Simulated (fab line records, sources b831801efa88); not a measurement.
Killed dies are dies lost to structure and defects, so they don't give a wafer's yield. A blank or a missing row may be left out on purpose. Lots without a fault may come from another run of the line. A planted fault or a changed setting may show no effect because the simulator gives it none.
fab line records | flow sky130
record lots=13 wafers=39 last_day=50
route steps=708 shown CAPM@539 PAD_OPEN@708
lots that met no fault: from a run of the same line without faults
start_h: hours from the record's first day to the start of the lot's first wafer shown | wait_h: hours since the lot's step before | " the same as in the row above | L1.1+2: a row that stands for several wafers | - no value, or no start given | * or withheld: withheld | < > ~ a bound
route shown NAME@n: a module of which the file shows steps, and the number in the route of the first | usual: mean/standard deviation of fault-free wafers | same: alike in all rows | chamber/n: place in a boat | sites: the reading at each site | _std_site: their standard deviation | _edge_site: outer sites' mean less inner sites' | radius_mm: how far each site lies from the wafer's centre | mask NAME#n: copy n | behind: the tool/chamber that last shaped the wafer | hold: why the lot was held/for how many hours/how that ended | device: the transistor (n, p or np) that didn't switch | end of line: the same wafers' tests at the end of the route | a step without rows: its recipe alone | killed: dies lost to structure and defects at the first sort, not the wafer's yield | map: a wafer's dies, x killed, . not, _ none there
set.NAME: the setting as run; set.NAME@STEP: as run at that earlier step | model.NAME: the simulator's own value behind a step, which no gauge read
steps of the route over a sample of lots; a table a step, a row a wafer
services: from which hour (start_h, from the record's first day; less than 0 if before it) a tool's chamber was out of use, for how many hours, and why
## steps
# step SKY_CAPM_SPUTTER_02
# recipe material=TiN target_thk_nm=200 temp_c=300 power_w=6500 time_s=166.7 chamber_pressure_pa=0.4
# usual throttle_valve_pct=30.8/1.1
# columns lot.wafer tool chamber start_h wait_h throttle_valve_pct
L495.1 pvd_sputter-04 - 863.32 0.1 30.6
L495.2 " - " " 33.5
L495.5 " - " " 31.2
L497.1 pvd_sputter-02 - 868.93 0.1 30.9
L497.5 " - " " 31.0
L497.6 " - " " 29.9
L498.1 pvd_sputter-01 - 881.83 0.1 31.4
L498.4 " - " " 28.9
L498.6 " - " " 30.1
L500.3 pvd_sputter-02 - 895.93 0.0 31.7
L500.4 " - " " 29.7
L500.6 " - " " 29.7
L502.1 pvd_sputter-02 - 901.72 0.1 29.8
L502.3 " - " " 31.1
L502.6 " - " " 31.5
L501.1 pvd_sputter-02 - 905.23 0.1 29.6
L501.4 " - " " 31.1
L501.5 " - " " 29.6
L510.2 pvd_sputter-04 - 990.47 0.0 30.4
L510.3 " - " " 31.2
L510.6 " - " " 31.3
L513.1 pvd_sputter-02 - 992.72 0.1 31.6
L513.3 " - " " 31.4
L513.6 " - " " 31.2
L512.1 pvd_sputter-04 - 993.03 0.1 30.8
L512.2 " - " " 31.0
L512.4 " - " " 33.8
L511.2 pvd_sputter-01 - 993.18 0.0 29.0
L511.5 " - " " 30.0
L511.6 " - " " 31.1
L515.1 pvd_sputter-01 - 995.38 0.1 31.5
L515.3 " - " " 29.8
L515.6 " - " " 29.8
L516.3 pvd_sputter-02 - 997.69 0.0 31.0
L516.5 " - " " 31.3
L516.6 " - " " 31.2
L517.1 pvd_sputter-02 - 1004.40 0.1 31.7
L517.4 " - " " 30.6
L517.6 " - " " 31.3
# step SKY_CAPM_RS_MEAS_03
# recipe thk_meas_gauge=four-point-probe reads=TiN_of_CAPM_SPUTTER_02
# usual CAPM_TIN_RS=6.90/0.052
# columns lot.wafer tool chamber start_h wait_h CAPM_TIN_RS[ohm/sq]
L495.1 film_metro-01 - 863.43 0.1 6.82
L495.2 " - " " 6.92
L495.5 " - " " 6.89
L497.1 film_metro-01 - 869.04 0.1 6.82
L497.5 " - " " 6.82
L497.6 " - " " 6.85
L498.1 film_metro-01 - 881.94 0.1 6.90
L498.4 " - " " 6.95
L498.6 " - " " 6.93
L500.3 film_metro-01 - 896.08 0.1 6.89
L500.4 " - " " 6.89
L500.6 " - " " 6.89
L502.1 film_metro-03 - 901.83 0.1 6.88
L502.3 " - " " 6.91
L502.6 " - " " 6.89
L501.1 film_metro-04 - 905.34 0.1 6.88
L501.4 " - " " 6.93
L501.5 " - " " 6.93
L510.2 film_metro-01 - 990.60 0.1 6.88
L510.3 " - " " 6.05
L510.6 " - " " 6.86
L513.1 film_metro-01 - 992.83 0.1 7.00
L513.3 " - " " 7.00
L513.6 " - " " 6.89
L512.1 film_metro-04 - 993.14 0.1 5.98
L512.2 " - " " 6.85
L512.4 " - " " 6.86
L511.2 film_metro-03 - 993.30 0.1 6.93
L511.5 " - " " 6.94
L511.6 " - " " 6.99
L515.1 film_metro-03 - 995.49 0.1 6.90
L515.3 " - " " 6.97
L515.6 " - " " 7.00
L516.3 film_metro-03 - 997.84 0.1 6.95
L516.5 " - " " 7.05
L516.6 " - " " 6.92
L517.1 film_metro-04 - 1004.51 0.1 6.86
L517.4 " - " " 6.86
L517.6 " - " " 6.90
# step SKY_CAPM_THK_MEAS_04
# recipe thk_meas_gauge=xrf reads=TiN_of_CAPM_SPUTTER_02
# usual CAPM_TIN_THK=203.5/2.1
# columns lot.wafer tool chamber start_h wait_h CAPM_TIN_THK[nm]
L495.1 film_metro-01 - 863.55 0.1 205.7
L495.2 " - " " 203.4
L495.5 " - " " 204.2
L497.1 film_metro-01 - 869.16 0.1 205.6
L497.5 " - " " 205.3
L497.6 " - " " 203.6
L498.1 film_metro-01 - 882.06 0.1 203.9
L498.4 " - " " 201.8
L498.6 " - " " 202.2
L500.3 film_metro-01 - 896.18 0.1 202.8
L500.4 " - " " 203.8
L500.6 " - " " 203.1
L502.1 film_metro-03 - 901.95 0.1 201.9
L502.3 " - " " 201.5
L502.6 " - " " 202.5
L501.1 film_metro-04 - 905.46 0.1 206.2
L501.4 " - " " 203.9
L501.5 " - " " 204.8
L510.2 film_metro-01 - 990.71 0.1 204.4
L510.3 " - " " 232.1
L510.6 " - " " 205.0
L513.1 film_metro-01 - 992.95 0.1 200.9
L513.3 " - " " 200.0
L513.6 " - " " 202.8
L512.1 film_metro-04 - 993.26 0.1 235.5
L512.2 " - " " 206.8
L512.4 " - " " 206.3
L511.2 film_metro-03 - 993.41 0.1 202.0
L511.5 " - " " 200.2
L511.6 " - " " 199.0
L515.1 film_metro-03 - 995.61 0.1 202.8
L515.3 " - " " 201.2
L515.6 " - " " 199.5
L516.3 film_metro-03 - 997.94 0.1 200.7
L516.5 " - " " 198.7
L516.6 " - " " 201.8
L517.1 film_metro-04 - 1004.63 0.1 205.3
L517.4 " - " " 205.9
L517.6 " - " " 204.9
# step SKY_CAPM_METAL_ETCH_13
# recipe target_depth_nm=220 stop_on=SiO2 chemistry=Cl2/BCl3 target=TiN pressure_mtorr=10 icp_w=900 bias_w=48.5 Cl2_flow_sccm=60 bcl3_flow_sccm=30 time_s=62.9
# usual drypump_motor_current_A=5.9/0.39 oes_product_au=0.943/0.0062 throttle_valve_pct=21.901/0.0096
# columns lot.wafer tool chamber start_h wait_h drypump_motor_current_A oes_product_au rf_hours_counter_h throttle_valve_pct
L495.1 rie_metal-01 1 889.90 0.0 6.3 0.958 10 21.896
L495.2 " 0 " " 6.5 0.949 16 21.908
L495.5 " 1 " " 6.3 0.947 - 21.897
L497.1 rie_metal-01 0 894.79 0.0 6.5 0.950 16 21.898
L497.5 " 1 " " 6.3 0.947 - 21.890
L497.6 " 0 " " 6.5 0.948 - 21.915
L498.1 rie_metal-02 0 907.65 0.0 5.8 0.944 2 21.907
L498.4 " 0 " " 5.8 0.940 - 21.913
L498.6 " 0 " " 5.8 0.944 - 21.891
L500.3 rie_metal-04 0 920.92 0.0 6.0 0.948 - 21.903
L500.4 " 1 " " 5.2 0.942 - 21.894
L500.6 " 1 " " 5.2 0.946 - 21.897
L502.1 rie_metal-02 0 926.50 0.0 5.9 0.944 3 21.894
L502.3 " 1 " " 5.7 0.944 - 21.915
L502.6 " 0 " " 5.8 0.942 - 21.898
L501.1 rie_metal-04 1 929.48 0.0 5.2 0.934 5 21.888
L501.4 " 0 " " 6.0 0.934 - 21.906
L501.5 " 1 " " 5.2 0.939 - 21.883
L510.2 rie_metal-01 0 1013.10 0.0 6.5 0.942 22 21.902
L510.3 " 1 " " 6.3 0.994 - 21.867
L510.6 " 1 " " 6.3 0.953 - 21.908
L513.1 rie_metal-04 1 1015.00 0.0 5.2 0.936 9 21.917
L513.3 " 1 " " 5.2 0.941 - 21.905
L513.6 " 0 " " 6.0 0.951 - 21.902
L512.1 rie_metal-02 1 1015.73 0.0 5.7 0.989 10 21.861
L512.2 " 0 " " 5.8 0.945 8 21.910
L512.4 " 0 " " 5.8 0.944 - 21.909
L511.2 rie_metal-01 0 1016.03 0.0 6.5 0.939 22 21.919
L511.5 " 0 " " 6.4 0.941 - 21.900
L511.6 " 1 " " 6.3 0.922 - 21.929
L515.1 rie_metal-01 1 1018.00 0.0 6.3 0.939 17 21.912
L515.3 " 0 " " 6.5 0.932 - 21.905
L515.6 " 1 " " 6.4 0.933 - 21.894
L516.3 rie_metal-01 1 1020.08 0.0 6.4 0.948 - 21.901
L516.5 " 1 " " 6.4 0.924 - 21.898
L516.6 " 0 " " 6.5 0.941 - 21.901
L517.1 rie_metal-02 0 1027.60 0.0 5.8 0.945 8 21.882
L517.4 " 0 " " 5.8 0.946 - 21.879
L517.6 " 1 " " 5.7 0.934 - 21.911
# step SKY_PAD_OPEN_PROBE_99
# usual defect_limited_yield=82.3/2 killed_at_M0_to_M3=44/7.9 killed_at_M4_up=3.1/1.9 killed_at_contacts=24/4.6 killed_at_front_end=16/4.9 killed_at_other=0.3/0.6 killed_dies=87/9.7 killed_on_rim=17/3.7 killed_open=48/7.2 killed_short=39/5.6
# same gross_dies=492 killed_at_back_side=0
# columns lot.wafer tool chamber start_h wait_h defect_limited_yield[%] killed_at_M0_to_M3 killed_at_M4_up killed_at_contacts killed_at_front_end killed_at_other killed_dies killed_on_rim killed_open killed_short
L495.1 prober-02 - 1086.62 0.1 79.5 55 2 25 19 0 101 29 50 51
L495.2 prober-02 - 1086.67 0.1 83.1 45 2 22 14 0 83 15 46 37
L495.5 prober-02 - 1086.82 0.2 80.5 52 4 26 14 0 96 20 48 48
L497.1 prober-01 - 1088.07 0.1 81.5 41 8 21 21 0 91 23 40 51
L497.5 prober-01 - 1088.27 0.2 82.7 49 2 21 13 0 85 17 54 29
L497.6 prober-01 - 1088.32 0.2 83.7 43 3 15 19 0 80 12 47 32
L498.1 prober-02 - 1097.03 0.1 79.1 50 5 32 16 0 103 19 56 47
L498.4 prober-02 - 1097.18 0.2 80.3 65 2 18 11 1 97 22 57 40
L498.6 prober-02 - 1097.28 0.2 79.3 63 2 20 17 0 102 17 58 44
L500.3 prober-02 - 1110.48 0.2 83.7 39 2 25 14 0 80 20 47 31
L500.4 prober-02 - 1110.53 0.2 85.2 37 0 20 16 0 73 17 42 31
L500.6 prober-02 - 1110.63 0.2 79.9 41 13 30 14 1 99 17 54 45
L502.1 prober-01 - 1116.63 0.1 81.3 49 4 26 13 0 92 20 56 36
L502.3 prober-01 - 1116.73 0.2 86.0 32 2 19 16 0 69 13 38 31
L502.6 prober-01 - 1116.88 0.2 84.6 32 3 27 14 0 76 15 45 31
L501.1 prober-02 - 1117.44 0.1 85.8 38 1 20 11 0 70 15 39 31
L501.4 prober-02 - 1117.59 0.2 82.5 28 3 26 29 0 86 20 44 40
L501.5 prober-02 - 1117.64 0.2 83.9 34 3 24 18 0 79 21 45 33
L510.2 prober-02 - 1185.84 0.1 85.0 30 1 26 16 1 74 12 38 35
L510.3 prober-02 - 1185.89 0.2 81.7 48 5 23 14 0 90 15 49 41
L510.6 prober-02 - 1186.04 0.2 79.3 55 0 30 17 0 102 19 53 49
L513.1 prober-01 - 1187.87 0.1 81.3 55 3 19 15 0 92 22 54 38
L513.3 prober-01 - 1187.97 0.2 82.3 35 0 23 28 1 87 19 46 41
L513.6 prober-01 - 1188.12 0.2 84.6 36 3 24 13 0 76 12 35 41
L512.1 prober-02 - 1189.23 0.1 83.3 40 3 23 15 1 82 14 47 33
L512.2 prober-02 - 1189.28 0.1 81.1 38 1 32 21 1 93 18 47 45
L512.4 prober-02 - 1189.38 0.2 84.3 35 2 24 16 0 77 12 35 42
L515.1 prober-01 - 1190.73 0.1 86.2 34 4 16 14 0 68 13 35 33
L515.3 prober-01 - 1190.83 0.2 82.5 47 4 22 12 1 86 15 49 37
L515.6 prober-01 - 1190.98 0.2 82.1 34 6 24 24 0 88 17 45 43
L511.2 prober-02 - 1190.78 0.1 86.0 38 3 20 7 1 69 14 35 33
L511.5 prober-02 - 1190.93 0.2 83.3 55 0 16 11 0 82 18 44 38
L511.6 prober-02 - 1190.98 0.2 82.9 54 4 16 9 1 84 17 41 43
L516.3 prober-01 - 1191.50 0.2 82.5 41 2 26 16 1 86 12 51 35
L516.5 prober-01 - 1191.60 0.2 80.9 54 4 18 15 3 94 20 43 50
L516.6 prober-01 - 1191.65 0.2 82.9 50 4 18 12 0 84 18 48 36
L517.1 prober-02 - 1193.83 0.1 80.1 46 4 28 18 2 98 23 56 41
L517.4 prober-02 - 1193.98 0.2 80.9 59 0 20 15 0 94 11 54 39
L517.6 prober-02 - 1194.08 0.2 85.4 32 2 22 16 0 72 15 37 35
# killed by level:class
L495.1 VIA1:geometric_particle:open=13 CONTACT:geometric_particle:open=9 METAL1:geometric_particle:short=8 FIELD_ISO:geometric_particle:open=7 VIA2:geometric_particle:open=7 VIA3:geometric_particle:open=6 METAL2:geometric_particle:short=6 CONTACT:geometric_particle:short=5
L495.2 VIA1:geometric_particle:open=10 LI_CONTACT:geometric_particle:open=7 VIA2:geometric_particle:open=6 LOCAL_INTERCONNECT:geometric_particle:short=6 CONTACT:geometric_particle:open=6 VIA3:geometric_particle:open=5 METAL2:geometric_particle:short=5 FIELD_ISO:geometric_particle:short=4
L495.5 CONTACT:geometric_particle:open=11 VIA2:geometric_particle:short=10 VIA1:geometric_particle:open=9 METAL1:geometric_particle:short=6 VIA2:geometric_particle:open=6 LI_CONTACT:geometric_particle:open=5 LOCAL_INTERCONNECT:geometric_particle:short=5 VIA1:geometric_particle:short=4
L497.1 VIA1:geometric_particle:open=14 CONTACT:geometric_particle:short=8 METAL4:geometric_particle:short=7 FIELD_ISO:geometric_particle:short=6 METAL2:geometric_particle:short=6 POLY_GATE:geometric_particle:open=6 LOCAL_INTERCONNECT:geometric_particle:short=5 METAL1:geometric_particle:short=4
L497.5 VIA1:geometric_particle:open=11 CONTACT:geometric_particle:open=9 VIA3:geometric_particle:open=9 VIA2:geometric_particle:open=8 VIA2:geometric_particle:short=5 POLY_GATE:geometric_particle:open=4 LI_CONTACT:geometric_particle:open=4 METAL2:geometric_particle:short=4
L497.6 VIA1:geometric_particle:open=11 POLY_GATE:geometric_particle:open=6 VIA2:geometric_particle:open=6 METAL1:geometric_particle:short=6 VIA3:geometric_particle:open=6 FIELD_ISO:geometric_particle:open=4 FIELD_ISO:geometric_particle:short=4 LOCAL_INTERCONNECT:geometric_particle:short=4
L498.1 LI_CONTACT:geometric_particle:open=12 VIA2:geometric_particle:open=9 VIA1:geometric_particle:open=9 CONTACT:geometric_particle:open=9 METAL2:geometric_particle:short=7 METAL1:geometric_particle:short=6 FIELD_ISO:geometric_particle:short=5 FIELD_ISO:geometric_particle:open=5
L498.4 VIA1:geometric_particle:open=24 METAL2:geometric_particle:short=8 VIA2:geometric_particle:open=8 VIA1:geometric_particle:short=7 LI_CONTACT:geometric_particle:open=6 CONTACT:geometric_particle:short=5 VIA3:geometric_particle:open=5 POLY_GATE:geometric_particle:open=4
L498.6 VIA1:geometric_particle:open=20 VIA2:geometric_particle:open=10 VIA1:geometric_particle:short=8 LI_CONTACT:geometric_particle:open=7 VIA3:geometric_particle:open=7 METAL2:geometric_particle:short=6 FIELD_ISO:geometric_particle:short=5 FIELD_ISO:geometric_particle:open=4
L500.3 VIA1:geometric_particle:open=14 CONTACT:geometric_particle:open=10 FIELD_ISO:geometric_particle:short=6 LI_CONTACT:geometric_particle:open=5 LOCAL_INTERCONNECT:geometric_particle:short=5 CONTACT:geometric_particle:short=5 VIA3:geometric_particle:open=5 VIA1:geometric_particle:short=4
L500.4 VIA1:geometric_particle:open=10 POLY_GATE:geometric_particle:open=6 LI_CONTACT:geometric_particle:open=6 VIA3:geometric_particle:open=6 VIA1:geometric_particle:short=5 FIELD_ISO:geometric_particle:open=4 LOCAL_INTERCONNECT:geometric_particle:short=4 CONTACT:geometric_particle:open=4
L500.6 CONTACT:geometric_particle:open=14 METAL4:geometric_particle:short=10 VIA1:geometric_particle:open=9 CONTACT:geometric_particle:short=7 VIA3:geometric_particle:open=7 LI_CONTACT:geometric_particle:open=6 METAL2:geometric_particle:short=5 VIA3:geometric_particle:short=5
L502.1 VIA1:geometric_particle:open=13 LI_CONTACT:geometric_particle:open=9 CONTACT:geometric_particle:open=6 VIA2:geometric_particle:open=6 POLY_GATE:geometric_particle:open=5 CONTACT:geometric_particle:short=5 VIA2:geometric_particle:short=5 VIA3:geometric_particle:short=5
L502.3 VIA3:geometric_particle:open=9 VIA1:geometric_particle:open=8 CONTACT:geometric_particle:open=7 VIA2:geometric_particle:short=7 POLY_GATE:geometric_particle:short=7 LI_CONTACT:geometric_particle:open=5 POLY_GATE:geometric_particle:open=3 SPACER:geometric_particle:short=3
L502.6 CONTACT:geometric_particle:open=9 VIA3:geometric_particle:open=9 LI_CONTACT:geometric_particle:open=8 VIA1:geometric_particle:open=6 LOCAL_INTERCONNECT:geometric_particle:short=5 FIELD_ISO:geometric_particle:short=4 POLY_GATE:geometric_particle:short=4 VIA2:geometric_particle:open=4
L501.1 VIA3:geometric_particle:open=8 LI_CONTACT:geometric_particle:open=8 CONTACT:geometric_particle:open=7 METAL1:geometric_particle:short=6 POLY_GATE:geometric_particle:short=5 VIA2:geometric_particle:open=5 VIA1:geometric_particle:open=4 METAL3:geometric_particle:short=4
L501.4 FIELD_ISO:geometric_particle:short=10 CONTACT:geometric_particle:open=10 POLY_GATE:geometric_particle:short=6 POLY_GATE:geometric_particle:open=6 VIA3:geometric_particle:open=6 LI_CONTACT:geometric_particle:open=5 METAL2:geometric_particle:short=5 VIA1:geometric_particle:open=5
L501.5 CONTACT:geometric_particle:open=9 VIA2:geometric_particle:open=7 CONTACT:geometric_particle:short=7 VIA3:geometric_particle:open=7 FIELD_ISO:geometric_particle:open=6 VIA1:geometric_particle:open=6 LI_CONTACT:geometric_particle:open=5 FIELD_ISO:geometric_particle:short=4
L510.2 CONTACT:geometric_particle:open=7 LI_CONTACT:geometric_particle:open=6 CONTACT:geometric_particle:short=5 VIA2:geometric_particle:open=5 METAL3:geometric_particle:short=4 FIELD_ISO:geometric_particle:open=4 LI_CONTACT:geometric_particle:short=4 METAL1:geometric_particle:short=4
L510.3 VIA2:geometric_particle:open=11 VIA1:geometric_particle:open=10 VIA1:geometric_particle:short=8 CONTACT:geometric_particle:open=8 LI_CONTACT:geometric_particle:open=6 METAL2:geometric_particle:short=5 POLY_GATE:geometric_particle:short=5 METAL1:geometric_particle:short=5
L510.6 VIA1:geometric_particle:open=13 CONTACT:geometric_particle:open=11 METAL1:geometric_particle:short=9 CONTACT:geometric_particle:short=7 VIA3:geometric_particle:open=7 METAL2:geometric_particle:short=7 LOCAL_INTERCONNECT:geometric_particle:short=6 FIELD_ISO:geometric_particle:open=5
L513.1 VIA2:geometric_particle:open=13 VIA1:geometric_particle:open=7 VIA3:geometric_particle:open=7 LI_CONTACT:geometric_particle:open=6 METAL2:geometric_particle:short=5 FIELD_ISO:geometric_particle:open=5 CONTACT:geometric_particle:open=5 METAL2:geometric_particle:open=5
L513.3 POLY_GATE:geometric_particle:short=10 VIA1:geometric_particle:open=9 LI_CONTACT:geometric_particle:open=7 CONTACT:geometric_particle:open=7 FIELD_ISO:geometric_particle:short=5 POLY_GATE:geometric_particle:open=5 VIA1:geometric_particle:short=5 VIA2:geometric_particle:open=4
L513.6 CONTACT:geometric_particle:open=8 LOCAL_INTERCONNECT:geometric_particle:short=7 VIA1:geometric_particle:open=6 VIA2:geometric_particle:open=5 METAL2:geometric_particle:short=5 FIELD_ISO:geometric_particle:short=4 POLY_GATE:geometric_particle:short=4 LI_CONTACT:geometric_particle:open=4
L512.1 METAL1:geometric_particle:short=10 CONTACT:geometric_particle:open=9 VIA1:geometric_particle:open=8 FIELD_ISO:geometric_particle:open=7 LI_CONTACT:geometric_particle:open=7 VIA3:geometric_particle:open=6 METAL2:geometric_particle:short=4 POLY_GATE:geometric_particle:open=3
L512.2 CONTACT:geometric_particle:open=13 FIELD_ISO:geometric_particle:short=8 METAL2:geometric_particle:short=8 LI_CONTACT:geometric_particle:open=7 VIA1:geometric_particle:short=6 FIELD_ISO:geometric_particle:open=4 LOCAL_INTERCONNECT:geometric_particle:short=4 CONTACT:geometric_particle:short=4
L512.4 CONTACT:geometric_particle:open=10 CONTACT:geometric_particle:short=7 VIA1:geometric_particle:short=7 VIA1:geometric_particle:open=6 METAL2:geometric_particle:short=5 POLY_GATE:geometric_particle:short=4 METAL3:geometric_particle:short=4 VIA3:geometric_particle:short=4
L515.1 VIA2:geometric_particle:open=10 VIA1:geometric_particle:open=7 CONTACT:geometric_particle:open=5 FIELD_ISO:geometric_particle:short=4 POLY_GATE:geometric_particle:short=4 METAL2:geometric_particle:short=4 LI_CONTACT:geometric_particle:open=4 LOCAL_INTERCONNECT:geometric_particle:short=4
L511.2 VIA1:geometric_particle:open=11 LI_CONTACT:geometric_particle:open=7 VIA2:geometric_particle:open=7 CONTACT:geometric_particle:open=6 METAL1:geometric_particle:short=4 METAL2:geometric_particle:short=4 VIA3:geometric_particle:short=4 FIELD_ISO:geometric_particle:short=3
L515.3 CONTACT:geometric_particle:open=14 VIA1:geometric_particle:open=8 VIA1:geometric_particle:short=7 METAL3:geometric_particle:short=7 METAL1:geometric_particle:short=6 VIA2:geometric_particle:open=6 FIELD_ISO:geometric_particle:open=5 LI_CONTACT:geometric_particle:open=4
L511.5 METAL1:geometric_particle:short=8 VIA1:geometric_particle:open=8 VIA1:geometric_particle:short=7 VIA2:geometric_particle:open=7 METAL3:geometric_particle:short=6 CONTACT:geometric_particle:open=6 LI_CONTACT:geometric_particle:open=5 METAL1:geometric_particle:open=5
L511.6 VIA1:geometric_particle:open=14 METAL1:geometric_particle:short=9 METAL2:geometric_particle:short=6 CONTACT:geometric_particle:open=5 VIA2:geometric_particle:open=5 METAL4:geometric_particle:short=4 LI_CONTACT:geometric_particle:open=4 METAL3:geometric_particle:short=4
L515.6 CONTACT:geometric_particle:open=11 VIA1:geometric_particle:open=7 POLY_GATE:geometric_particle:short=7 FIELD_ISO:geometric_particle:open=6 POLY_GATE:geometric_particle:open=6 METAL4:geometric_particle:short=6 METAL1:geometric_particle:short=5 VIA2:geometric_particle:open=5
L516.3 METAL2:geometric_particle:open=9 LI_CONTACT:geometric_particle:open=8 CONTACT:geometric_particle:short=8 CONTACT:geometric_particle:open=7 VIA1:geometric_particle:open=7 VIA3:geometric_particle:open=5 VIA1:geometric_particle:short=5 FIELD_ISO:geometric_particle:open=4
L516.5 METAL1:geometric_particle:short=9 VIA3:geometric_particle:open=8 METAL2:geometric_particle:short=7 VIA2:geometric_particle:open=7 CONTACT:geometric_particle:open=6 VIA1:geometric_particle:open=6 FIELD_ISO:geometric_particle:short=5 VIA1:geometric_particle:short=5
L516.6 VIA1:geometric_particle:open=10 METAL1:geometric_particle:short=9 VIA3:geometric_particle:open=8 LI_CONTACT:geometric_particle:open=6 METAL2:geometric_particle:short=5 POLY_GATE:geometric_particle:open=4 CONTACT:geometric_particle:short=4 CONTACT:geometric_particle:open=4
L517.1 VIA1:geometric_particle:open=14 CONTACT:geometric_particle:open=12 METAL2:geometric_particle:short=9 LI_CONTACT:geometric_particle:open=7 LOCAL_INTERCONNECT:geometric_particle:short=6 METAL1:geometric_particle:short=5 VIA2:geometric_particle:open=5 VIA3:geometric_particle:open=5
L517.4 VIA1:geometric_particle:open=22 VIA1:geometric_particle:short=9 VIA3:geometric_particle:open=7 CONTACT:geometric_particle:short=6 VIA2:geometric_particle:open=5 METAL2:geometric_particle:short=5 POLY_GATE:geometric_particle:short=4 LI_CONTACT:geometric_particle:open=4
L517.6 VIA1:geometric_particle:open=8 VIA3:geometric_particle:open=6 LOCAL_INTERCONNECT:geometric_particle:short=5 CONTACT:geometric_particle:short=5 METAL1:geometric_particle:short=5 LI_CONTACT:geometric_particle:open=4 CONTACT:geometric_particle:open=4 FIELD_ISO:geometric_particle:open=3
## services
# columns tool chamber start_h hours kind
rie_metal-02 0 841.41 - clean
rie_metal-02 0 841.41 15.8 scheduled_down
rie_metal-02 0 841.41 15.8 vent_cycle
pvd_sputter-02 - 844.38 9.1 repair
rie_metal-02 - 852.24 1.1 repair
pvd_sputter-01 - 897.89 8.7 repair
pvd_sputter-02 - 912.87 1.2 repair
rie_metal-04 - 912.91 2.8 pm
pvd_sputter-02 - 939.64 4.4 repair
rie_metal-01 1 948.92 1.2 repair
pvd_sputter-02 0 958.13 - consumable_replace:kit
pvd_sputter-02 0 958.13 18.0 scheduled_down
pvd_sputter-02 0 958.13 18.0 vent_cycle
pvd_sputter-04 1 960.41 - consumable_replace:kit
pvd_sputter-04 1 960.41 18.0 scheduled_down
pvd_sputter-04 1 960.41 18.0 vent_cycle
pvd_sputter-01 1 984.95 - consumable_replace:kit
pvd_sputter-01 1 984.95 18.0 scheduled_down
pvd_sputter-01 1 984.95 18.0 vent_cycle
rie_metal-01 - 994.27 1.4 pm
## key
first_sign step=SKY_CAPM_RS_MEAS_03 reading=CAPM_TIN_RS direction=down sigmas=17 usual=6.90 struck=6.02
effect step=SKY_CAPM_THK_MEAS_04 reading=CAPM_TIN_THK direction=up sigmas=15 usual=203.5 struck=233.8
effect step=SKY_CAPM_METAL_ETCH_13 reading=oes_product_au direction=up sigmas=7.8 usual=0.943 struck=0.991
met_at SKY_CAPM_SPUTTER_02
struck_lots L510,L512
struck_wafers L510.3,L512.1
onset_between 863.32 990.47
fault kind=process_parameter_drift tool=pvd_sputter-04 chamber=- onset_h=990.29 steps=SKY_CAPM_SPUTTER_02 channel=target_thk_nm offset=28.71 shape=step end_h=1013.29 acts_in=these_recipes_only stated=200 scope=struck_wafers_only
